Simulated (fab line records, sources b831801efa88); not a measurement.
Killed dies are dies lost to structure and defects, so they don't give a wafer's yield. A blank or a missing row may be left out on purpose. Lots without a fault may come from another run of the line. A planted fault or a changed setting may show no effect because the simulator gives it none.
Chamber matching | flow gf180mcu | GF_STI_ETCH_14 on rie_si-01: 4 sister chambers
The step etches Si in HBr/Cl2/O2, target depth 360 nm, time 102.9 s. 17 wafers are shown with their chamber, then 8 later ones without.

WAFERS WITH THEIR CHAMBER
wafer  | chamber | drypump_motor_current_A (A) | he_backside_leak_sccm (sccm) | rf_fwd_power_W (W)
L122.1 | 2       | 5.9                         | 2.60                         | 596.4
L122.2 | 1       | 5.2                         | 2.41                         | 596.6
L122.3 | 3       | 5.8                         | 2.60                         | 596.8
L123.1 | 0       | 5.0                         | 2.84                         | 597.6
L123.2 | 3       | 5.8                         | 2.84                         | 594.4
L123.5 | 3       | 5.8                         | 2.78                         | 594.0
L127.2 | 0       | 5.0                         | 2.67                         | 596.1
L127.3 | 1       | 5.2                         | 2.53                         | 599.4
L127.5 | 0       | 5.0                         | 2.79                         | 597.0
L128.1 | 1       | 5.2                         | 2.34                         | 597.2
L128.3 | 2       | 5.9                         | 2.68                         | 595.1
L128.4 | 0       | 5.0                         | 3.03                         | 599.4
L129.1 | 1       | 5.2                         | 2.25                         | 595.5
L129.2 | 2       | 6.0                         | 2.90                         | 595.1
L129.3 | 0       | 5.0                         | 2.73                         | 598.0
L137.2 | 2       | 6.0                         | 2.82                         | 596.7
L137.5 | 0       | 5.0                         | 2.79                         | 599.1

SIGNATURES (means of the wafers above)
reading                 | chamber 0 | chamber 1 | chamber 2 | chamber 3 | scatter within a chamber
drypump_motor_current_A | 5.000     | 5.200     | 5.950     | 5.800     | 0.0277
he_backside_leak_sccm   | 2.8083    | 2.3825    | 2.7500    | 2.7400    | 0.125
rf_fwd_power_W          | 597.867   | 597.175   | 595.825   | 595.067   | 1.32
Rule: a wafer's distance from a chamber is the root of the sum, over the readings, of the square of ((its reading less the chamber's mean) divided by the reading's scatter). The wafer belongs to the nearest chamber; if the next one is less than 2 further off, it can't be placed. The scatter: the root of (the sum of the squares of (reading less its chamber's mean) over the shown wafers, divided by (wafers less chambers)).

WAFERS WITHOUT THEIR CHAMBER
wafer  | drypump_motor_current_A (A) | he_backside_leak_sccm (sccm) | rf_fwd_power_W (W)
L138.3 | 5.0                         | 2.92                         | 595.8
L138.6 | 5.8                         | 2.60                         | 595.5
L143.2 | 5.9                         | 2.90                         | 596.0
L143.4 | 5.0                         | 2.86                         | 598.1
L143.6 | 5.2                         | 2.33                         | 599.2
L144.2 | 5.2                         | 2.32                         | 597.0
L144.3 | 5.0                         | 2.98                         | 598.3
L144.5 | 5.2                         | 2.46                         | 597.0

WHICH CHAMBER EACH WENT THROUGH
wafer  | from the rows above     | in truth
L138.3 | 0                       | 0
L138.6 | 3                       | 3
L143.2 | can't be placed: 2 or 3 | 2
L143.4 | 0                       | 0
L143.6 | 1                       | 1
L144.2 | 1                       | 1
L144.3 | 0                       | 0
L144.5 | 1                       | 1
Placed correctly: 7 of 8. Can't be placed from these rows: 1 (the true chamber is among the candidates in 1). Placed wrongly: 0.
